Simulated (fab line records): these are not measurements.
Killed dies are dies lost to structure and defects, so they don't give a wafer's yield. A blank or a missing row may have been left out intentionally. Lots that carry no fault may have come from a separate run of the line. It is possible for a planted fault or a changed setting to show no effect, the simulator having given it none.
Which of the tools did it? || flow sky130 || 12 lots with 36 wafers sampled at 3 steps, on a route of 708 steps

## WHAT THE GAUGES READ, wafer by wafer
SKY_LI_CONTACT_BOW_MEAS_03. Usual: for LI_CONTACT_BOW the level is 56 um and the standard deviation is 6.5.
{"lot": "L621", "measured": "day 29 16:40", "on": "film-metro-03", "LI_CONTACT_BOW (um)": "54 50 59", "flag": ""}
{"lot": "L622", "measured": "day 29 22:37", "on": "film-metro-03", "LI_CONTACT_BOW (um)": "53 50 55", "flag": ""}
{"lot": "L623", "measured": "day 30 00:26", "on": "film-metro-01", "LI_CONTACT_BOW (um)": "59 53 61", "flag": ""}
{"lot": "L624", "measured": "day 30 11:22", "on": "film-metro-02", "LI_CONTACT_BOW (um)": "54 64 52", "flag": ""}
{"lot": "L625", "measured": "day 30 16:07", "on": "film-metro-02", "LI_CONTACT_BOW (um)": "59 67 59", "flag": ""}
{"lot": "L633", "measured": "day 33 03:02", "on": "film-metro-01", "LI_CONTACT_BOW (um)": "55 48 54", "flag": ""}
{"lot": "L635", "measured": "day 33 14:41", "on": "film-metro-02", "LI_CONTACT_BOW (um)": "63 53 59", "flag": ""}
{"lot": "L636", "measured": "day 33 22:15", "on": "film-metro-03", "LI_CONTACT_BOW (um)": "52 46 46", "flag": ""}
{"lot": "L637", "measured": "day 34 10:05", "on": "film-metro-03", "LI_CONTACT_BOW (um)": "47 49 58", "flag": ""}
{"lot": "L639", "measured": "day 35 03:57", "on": "film-metro-03", "LI_CONTACT_BOW (um)": "67 56 58", "flag": ""}
{"lot": "L640", "measured": "day 35 08:32", "on": "film-metro-03", "LI_CONTACT_BOW (um)": "64 57 55", "flag": ""}
{"lot": "L641", "measured": "day 35 11:32", "on": "film-metro-01", "LI_CONTACT_BOW (um)": "60 50 60", "flag": ""}

## TOOL THAT RAN EACH LOT (tool first, then ch and the chambers of the sampled wafers, then the start)
{"lot": "L621", "SKY_POLY_GATE_IMPLANT_02": "implanter-02 ch 0, day 16 20:48", "SKY_RES_PROTECT_STRIP_07": "plasma-asher-03 ch 0,1, day 16 20:57"}
{"lot": "L622", "SKY_POLY_GATE_IMPLANT_02": "implanter-02 ch 0, day 17 01:02", "SKY_RES_PROTECT_STRIP_07": "plasma-asher-04 ch 0,1, day 17 01:09"}
{"lot": "L623", "SKY_POLY_GATE_IMPLANT_02": "implanter-02 ch 0, day 17 02:19", "SKY_RES_PROTECT_STRIP_07": "plasma-asher-04 ch 0,1, day 17 02:28"}
{"lot": "L624", "SKY_POLY_GATE_IMPLANT_02": "implanter-02 ch 0, day 17 17:04", "SKY_RES_PROTECT_STRIP_07": "plasma-asher-04 ch 0,1, day 17 17:11"}
{"lot": "L625", "SKY_POLY_GATE_IMPLANT_02": "implanter-02 ch 0, day 17 21:08", "SKY_RES_PROTECT_STRIP_07": "plasma-asher-02 ch 0, day 17 21:17"}
{"lot": "L633", "SKY_POLY_GATE_IMPLANT_02": "implanter-02 ch 0, day 20 17:08", "SKY_RES_PROTECT_STRIP_07": "plasma-asher-02 ch 0,1, day 20 17:16"}
{"lot": "L635", "SKY_POLY_GATE_IMPLANT_02": "implanter-02 ch 0, day 21 07:59", "SKY_RES_PROTECT_STRIP_07": "plasma-asher-02 ch 0,1, day 21 08:08"}
{"lot": "L636", "SKY_POLY_GATE_IMPLANT_02": "implanter-03 ch 0, day 21 17:32", "SKY_RES_PROTECT_STRIP_07": "plasma-asher-04 ch 0,1, day 21 17:41"}
{"lot": "L637", "SKY_POLY_GATE_IMPLANT_02": "implanter-01 ch 0, day 22 02:36", "SKY_RES_PROTECT_STRIP_07": "plasma-asher-04 ch 0,1, day 22 02:44"}
{"lot": "L639", "SKY_POLY_GATE_IMPLANT_02": "implanter-03 ch 0, day 23 03:42", "SKY_RES_PROTECT_STRIP_07": "plasma-asher-02 ch 0, day 23 03:50"}
{"lot": "L640", "SKY_POLY_GATE_IMPLANT_02": "implanter-01 ch 0, day 23 04:56", "SKY_RES_PROTECT_STRIP_07": "plasma-asher-02 ch 0,1, day 23 05:04"}
{"lot": "L641", "SKY_POLY_GATE_IMPLANT_02": "implanter-03 ch 0, day 23 11:06", "SKY_RES_PROTECT_STRIP_07": "plasma-asher-03 ch 1, day 23 11:15"}
- SKY_POLY_GATE_IMPLANT_02
- SKY_RES_PROTECT_STRIP_07: strips in O2/N2.

## WHAT THE TOOLS THEMSELVES READ (means of the sampled wafers that have a number; where no wafer has one, the mark that the record gives instead)
SKY_POLY_GATE_IMPLANT_02. Usual: end-station-pressure-torr at 1.11e-05 Torr, with a standard deviation of 9.3e-07.
{"lot": "L621", "tool": "implanter-02", "end-station-pressure-torr (Torr)": 1.04e-05, "flag": ""}
{"lot": "L622", "tool": "implanter-02", "end-station-pressure-torr (Torr)": 1.06e-05, "flag": ""}
{"lot": "L623", "tool": "implanter-02", "end-station-pressure-torr (Torr)": 1.07e-05, "flag": ""}
{"lot": "L624", "tool": "implanter-02", "end-station-pressure-torr (Torr)": 1.06e-05, "flag": ""}
{"lot": "L625", "tool": "implanter-02", "end-station-pressure-torr (Torr)": 1.04e-05, "flag": ""}
{"lot": "L633", "tool": "implanter-02", "end-station-pressure-torr (Torr)": 4.69e-05, "flag": "OFF"}
{"lot": "L635", "tool": "implanter-02", "end-station-pressure-torr (Torr)": 4.61e-05, "flag": "OFF"}
{"lot": "L636", "tool": "implanter-03", "end-station-pressure-torr (Torr)": 1.27e-05, "flag": ""}
{"lot": "L637", "tool": "implanter-01", "end-station-pressure-torr (Torr)": 1.04e-05, "flag": ""}
{"lot": "L639", "tool": "implanter-03", "end-station-pressure-torr (Torr)": 1.25e-05, "flag": ""}
{"lot": "L640", "tool": "implanter-01", "end-station-pressure-torr (Torr)": 1.04e-05, "flag": ""}
{"lot": "L641", "tool": "implanter-03", "end-station-pressure-torr (Torr)": 1.19e-05, "flag": ""}

SKY_RES_PROTECT_STRIP_07. Usual: drypump-motor-current-A 5.5 A, standard deviation 0.48; oes-product-au 0.517 a.u., standard deviation 0.0051; strip-time-to-endpoint-s 23.29 s, standard deviation 0.051.
{"lot": "L621", "tool": "plasma-asher-03", "drypump-motor-current-A (A)": 5.8, "oes-product-au (a.u.)": 0.513, "strip-time-to-endpoint-s (s)": 23.23, "flag": ""}
{"lot": "L622", "tool": "plasma-asher-04", "drypump-motor-current-A (A)": 5.9, "oes-product-au (a.u.)": 0.521, "strip-time-to-endpoint-s (s)": 23.28, "flag": ""}
{"lot": "L623", "tool": "plasma-asher-04", "drypump-motor-current-A (A)": 5.9, "oes-product-au (a.u.)": 0.511, "strip-time-to-endpoint-s (s)": 23.27, "flag": ""}
{"lot": "L624", "tool": "plasma-asher-04", "drypump-motor-current-A (A)": 5.9, "oes-product-au (a.u.)": 0.520, "strip-time-to-endpoint-s (s)": 23.29, "flag": ""}
{"lot": "L625", "tool": "plasma-asher-02", "drypump-motor-current-A (A)": 4.9, "oes-product-au (a.u.)": 0.519, "strip-time-to-endpoint-s (s)": 23.26, "flag": ""}
{"lot": "L633", "tool": "plasma-asher-02", "drypump-motor-current-A (A)": 5.1, "oes-product-au (a.u.)": 0.509, "strip-time-to-endpoint-s (s)": 23.85, "flag": "OFF"}
{"lot": "L635", "tool": "plasma-asher-02", "drypump-motor-current-A (A)": 5.1, "oes-product-au (a.u.)": 0.508, "strip-time-to-endpoint-s (s)": 23.71, "flag": "OFF"}
{"lot": "L636", "tool": "plasma-asher-04", "drypump-motor-current-A (A)": 5.8, "oes-product-au (a.u.)": 0.519, "strip-time-to-endpoint-s (s)": 23.37, "flag": ""}
{"lot": "L637", "tool": "plasma-asher-04", "drypump-motor-current-A (A)": 5.9, "oes-product-au (a.u.)": 0.514, "strip-time-to-endpoint-s (s)": 23.29, "flag": ""}
{"lot": "L639", "tool": "plasma-asher-02", "drypump-motor-current-A (A)": 4.9, "oes-product-au (a.u.)": 0.520, "strip-time-to-endpoint-s (s)": 23.27, "flag": ""}
{"lot": "L640", "tool": "plasma-asher-02", "drypump-motor-current-A (A)": 5.2, "oes-product-au (a.u.)": 0.513, "strip-time-to-endpoint-s (s)": 23.24, "flag": ""}
{"lot": "L641", "tool": "plasma-asher-03", "drypump-motor-current-A (A)": 6.3, "oes-product-au (a.u.)": 0.519, "strip-time-to-endpoint-s (s)": 23.37, "flag": ""}

## THE ANSWER, worked out from the rows above alone
Rule: take the mean of a lot's wafers that have a number; if it is more than 3 standard deviations from the usual mean, the lot is off. A lot without any number at a reading at which 4 lots or more have one is off too. The other lots that the step has rows for count as sound. The gauges are gone through in route order, then the tools' own readings, and for those a lot's mean is taken as printed above. At the first step where some lot is off, the reading lying furthest off is the one used; lots without a number count as furthest.
Off at SKY_POLY_GATE_IMPLANT_02 (end-station-pressure-torr): L633, L635.
If a tool, at that step or one of the process steps before it, ran each lot that is off and ran no sound lot following the first of them, it fits. One fits: implanter-02 at SKY_POLY_GATE_IMPLANT_02. Its last sound lot is L625 (day 17 21:08), its first lot that is off L633 (day 20 17:08): a fault that began between those two fits.
On the lots that are off, the tool's own readings at SKY_POLY_GATE_IMPLANT_02 differ by more than 5 times the standard deviation of the sound lots' means, which bears it out; end-station-pressure-torr reads 4.65e-05 Torr there versus 1.11e-05 Torr on the sound lots.

## WHAT WAS PUT IN BY THE SIMULATOR
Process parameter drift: implanter-02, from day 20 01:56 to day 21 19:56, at SKY_POLY_GATE_IMPLANT_02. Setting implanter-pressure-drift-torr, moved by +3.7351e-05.
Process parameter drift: implanter-02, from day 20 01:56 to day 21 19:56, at SKY_POLY_GATE_IMPLANT_02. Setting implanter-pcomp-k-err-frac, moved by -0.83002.
Struck lots among those shown: L633, L635. The rule above found the same.
